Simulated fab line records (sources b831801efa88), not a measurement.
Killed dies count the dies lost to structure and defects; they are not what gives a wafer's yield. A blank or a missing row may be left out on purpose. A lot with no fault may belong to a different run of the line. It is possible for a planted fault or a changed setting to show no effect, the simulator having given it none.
2 desks looking at one fault ; flow gf180mcu ; only its own numbers are on each desk; what lay behind them is given at the end

== METROLOGY DESK ==
What the gauges read for every lot (on any tool): the sampled wafers with a number, averaged. Any lot whose mean is over 4 standard deviations away from the usual mean is out of limits and marked OUT; that distance is given in the brackets.
Columns: A = V5_OVL at GF_V5_OVL_MEAS_15, usual -5 nm
lot;first seen here;A
L695;day 27 13:29;-10
L697;day 28 06:43;3
L698;day 28 19:23;-6
L700;day 29 11:29;0
L701;day 29 18:52;-9
L705;day 30 22:52;-5
L710;day 32 06:56;0
L712;day 32 13:49;-10
L715;day 33 04:17;-6
L714;day 33 05:55;-3
L716;day 33 08:26;-7
L717;day 33 19:32;-9
L718;day 34 01:17;-1
This desk's verdict: no lot among the 13 shows anything out of limits.

== AT THE TOOL OWNER'S DESK: rie_diel-04 ==
The tool's own readings at GF_M5_ETCH_09 (etches Si3N4 in CF4/O2, target depth 52 nm, time 11.6 s): means of the sampled wafers that have a number, for each lot that ran on this tool. Any lot whose mean is over 4 standard deviations away from the usual mean is out of limits and marked OUT; that distance is given in the brackets.
Columns: A = drypump_motor_current_A at GF_M5_ETCH_09, usual 5.5 A; B = oes_product_au at GF_M5_ETCH_09, usual 0.998 a.u.; C = throttle_valve_pct at GF_M5_ETCH_09, usual 5.969 %
lot;first seen here;A;B;C
L700;day 28 14:55;6.1;1.003;5.972
L710;day 31 11:40;5.3;0.911 (-9.2) OUT;5.942
Finding of this desk: L710 out of limits; the first was L710 at day 31 11:40, on oes_product_au at GF_M5_ETCH_09. Within limits: L700.

== TAKEN TOGETHER ==
An alarm could have come from the tool owner's desk at day 31 11:40, on L710.
Metrology desk: nothing out of limits seen.
The metrology desk has L710 on record, within its limits.
The lots listed all ran GF_M5_ETCH_09 on rie_diel-04.

== WHAT HAD BEEN PUT IN BY THE SIMULATOR ==
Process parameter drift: rie_diel-04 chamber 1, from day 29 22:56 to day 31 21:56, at GF_M5_ETCH_09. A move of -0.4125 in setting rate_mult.
Lots struck among those shown: L710.
Each desk's first reading out of limits, in hours after the fault started: the tool owner's desk, 37.
